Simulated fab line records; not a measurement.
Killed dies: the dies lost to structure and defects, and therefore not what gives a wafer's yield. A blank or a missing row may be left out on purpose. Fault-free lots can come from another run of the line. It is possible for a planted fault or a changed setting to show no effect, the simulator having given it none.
What tool caused it? | flow sky130 | Sampling: 13 lots, 39 wafers, 3 of 708 route steps

== WHAT THE GAUGES SHOWED, per wafer ==
SKY_FIELD_ISO_THK_MEAS_04.
lot  | measured    | on            | FIELD_ISO_CVD_03_THK (nm)
L477 | day 1 20:08 | film_metro-01 | 163.0 163.0 162.2
L478 | day 2 00:20 | film_metro-04 | 162.7 164.1 162.5
L479 | day 2 05:05 | film_metro-03 | 163.9 165.2 164.8
L481 | day 2 17:32 | film_metro-04 | 162.4 162.8 163.8
L483 | day 3 01:15 | film_metro-04 | 166.4 165.3 166.5
L484 | day 3 05:30 | film_metro-01 | 163.1 163.0 160.6
L485 | day 3 13:23 | film_metro-01 | 164.7 165.2 164.3
L488 | day 4 04:40 | film_metro-03 | 163.8 164.4 164.5
L489 | day 4 08:07 | film_metro-03 | 165.6 165.9 166.0
L491 | day 4 21:37 | film_metro-03 | 164.9 164.1 164.2
L492 | day 5 01:47 | film_metro-03 | 166.5 165.7 165.3
L494 | day 5 10:53 | film_metro-01 | 166.3 165.6 166.1
L495 | day 5 13:42 | film_metro-01 | 163.8 165.5 165.2

SKY_NWELL_TW_MEAS_15.
lot  | measured    | on            | NWELL_TW
L477 | day 4 20:50 | film_metro-01 | 1851 1852 1842
L478 | day 5 00:16 | film_metro-04 | 1831 1828 1828
L479 | day 5 04:29 | film_metro-04 | 1832 1838 1834
L481 | day 5 18:16 | film_metro-02 | 1845 1841 1851
L483 | day 6 04:59 | film_metro-02 | 1859 1852 1848
L484 | day 6 11:08 | film_metro-02 | 1847 1842 1842
L485 | day 6 18:45 | film_metro-04 | 1837 1825 1823
L488 | day 7 15:07 | film_metro-01 | 1837 1832 1846
L489 | day 7 21:21 | film_metro-04 | 1816 1826 1816
L491 | day 8 09:28 | film_metro-02 | 1848 1855 1853
L492 | day 8 14:55 | film_metro-04 | 1835 1830 1826
L494 | day 9 01:08 | film_metro-02 | 1861 1862 1855
L495 | day 9 12:58 | film_metro-04 | 1827 1816 1811

SKY_SPACER_THK_MEAS_01.
lot  | measured     | on            | SPACER_CVD_00_THK (nm)
L477 | day 23 05:04 | film_metro-02 | 43.1 43.5 43.1
L478 | day 23 11:44 | film_metro-01 | 43.2 43.4 43.4
L479 | day 24 01:35 | film_metro-04 | 43.6 43.7 43.2
L481 | day 24 18:55 | film_metro-04 | 44.2 43.8 44.3
L483 | day 25 16:32 | film_metro-04 | 43.2 43.3 42.9
L484 | day 25 17:56 | film_metro-04 | 43.0 42.9 43.2
L485 | day 26 20:34 | film_metro-04 | 42.6 42.9 42.5
L488 | day 27 13:57 | film_metro-04 | 43.9 44.0 43.7
L489 | day 27 22:28 | film_metro-04 | 42.7 43.0 42.4
L491 | day 28 18:06 | film_metro-02 | 43.3 42.8 43.3
L492 | day 28 19:17 | film_metro-02 | 43.2 43.2 43.4
L494 | day 29 13:29 | film_metro-01 | 42.9 42.9 43.0
L495 | day 30 03:10 | film_metro-01 | 43.2 43.1 43.3

== WHICH TOOL RAN EACH LOT (tool, then ch and the chambers of the sampled wafers, then the start) ==
The record holds no process step before these readings.

== AS READ BY THE TOOLS THEMSELVES (means over the sampled wafers that have a number; for cases with no such wafer, the mark the record gives instead) ==
The record holds no such reading with a usual standard deviation.

== THE ANSWER, worked out from the rows above alone ==
Rule: usual is defined by the lots themselves. The widest of any qualifying gaps counts: lots, ordered by their means at a reading, are off when they make up no more than a third of the lots, leave a main group of 4 or more, and stand apart from it by 3 or more times the standard deviation of that group's means. A main group is skipped when, at the precision printed for the reading in the tables above, its means are all equal. A lot without any number at a reading at which 4 lots or more have one is off too. Any other lot the step has rows for is counted as sound. After the gauges, taken in route order, come the tools' own readings; for these a lot's mean is taken, as printed above. The first step at which some lot is off is used, and at that step the reading that is off furthest; a lot without a number counts as furthest.
Nothing can be told from this: no lot is off at any reading shown.

== WHAT THE SIMULATOR PUT IN ==
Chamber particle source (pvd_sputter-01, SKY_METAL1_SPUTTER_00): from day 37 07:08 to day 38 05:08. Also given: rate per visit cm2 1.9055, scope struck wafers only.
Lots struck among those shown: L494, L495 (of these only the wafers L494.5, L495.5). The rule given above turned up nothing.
